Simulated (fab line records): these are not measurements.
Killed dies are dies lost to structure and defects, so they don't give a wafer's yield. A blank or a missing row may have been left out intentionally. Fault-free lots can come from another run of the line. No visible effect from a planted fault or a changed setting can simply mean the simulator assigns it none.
Problem report in the 8D (eight disciplines) form, filled by code / flow sky130 / the parts of the form that need people (team, actions taken, sign-off) are left out

1. THE PROBLEM
At SKY_VIA2_ETCH_14, oes_product_au averages 0.977 a.u. over 2 wafers from 2 lots, while fault-free wafers read 0.856 a.u., standard deviation 0.0048. Measured from the usual mean, that is +25 standard deviations.
The step: etches BARC in N2/H2, stops on SiO2, time 45.9 s, target depth 60 nm.
Earliest sighting: wafer L901.3 on rie_diel-03 at day 40 18:11. Wafers with a number at this step in the record: 41, from 14 lots. By rule, "out" or "out of limits" means more than 4 standard deviations away from the usual mean. The rest of the wafers with a number are treated as sound.

2. WHAT IT IS, WHAT IT ISN'T
question=which readings at this step | is=oes_product_au, run_length_s | is not=drypump_motor_current_A, h2_flow_sccm
question=which lots | is=L901, L903 | is not=L886, L887, L888, L889, L890, L891, L893, L897, L905, L906, L907, L908
question=which wafers of those lots | is=L901.3, L903.3 | is not=L901.1, L901.2, L903.5
question=read on which tools | is=rie_diel-03 | is not=rie_diel-02, rie_diel-04
question=when | is=from day 40 18:11 | is not=up to then (26 sound wafers); but 13 sound wafers of L903, L905, L906, L907, L908 came after

3. WHAT RULES OUT EACH SUSPECT
Counting: a tool at a process step up to the reading stays a suspect if it ran every lot that is out. Sound lots after the first of them don't rule it out here, since some wafers of a struck lot are sound.
- cmp-02 at SKY_VIA1_CMP_02 (polishes SiO2): kept. It ran every lot that is out, first L901 (day 37 11:29); its last sound lot up to then is L893 (day 35 07:26).
- rie_diel-03 at SKY_VIA2_ETCH_14 (etches BARC in N2/H2, stops on SiO2, time 45.9 s, target depth 60 nm): kept. It ran every lot that is out, first L901 (day 40 18:11); its last sound lot up to then is L891 (day 37 18:11). Out on those wafers are its own readings of oes_product_au, run_length_s.
The count leaves rie_diel-03 at SKY_VIA2_ETCH_14 and cmp-02 at SKY_VIA1_CMP_02.

4. THE CAUSE (what the simulator had put in)
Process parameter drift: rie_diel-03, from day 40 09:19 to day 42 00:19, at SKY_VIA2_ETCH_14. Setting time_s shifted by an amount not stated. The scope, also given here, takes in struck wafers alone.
Of the 2 suspects that counting leaves, this tool is one.

5. THE CHAIN OF EFFECTS, in route order
Each row: a reading where the mean over the struck wafers with a number is more than 3 standard deviations away from the usual. Only readings whose record carries a usual standard deviation are examined. hours: median over the lots of the time between each lot's start at the first step of this table that gives one and its start at this step. sigmas: the change, counted in usual standard deviations.
hours=0; step=SKY_VIA2_ETCH_14; reading=oes_product_au; usual=0.856 a.u.; on struck wafers=0.977; change=+0.121; sigmas=+25
hours=0; step=SKY_VIA2_ETCH_14; reading=run_length_s; usual=74.2 s; on struck wafers=68.6; change=-5.6; sigmas=-14
hours=0; step=SKY_VIA2_STRIP_16; reading=strip_time_to_endpoint_s; usual=4.059 s; on struck wafers=4.135; change=+0.075; sigmas=+3.0
It contains these process steps:
- SKY_VIA2_ETCH_14: etches BARC in N2/H2, stops on SiO2, time 45.9 s, target depth 60 nm.
- SKY_VIA2_STRIP_16: strips in O2/N2.

6. WHAT WOULD HAVE CAUGHT IT SOONER
9 hours passed between the start of the fault at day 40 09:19 and the first reading out of limits in this record, taken at day 40 18:11.
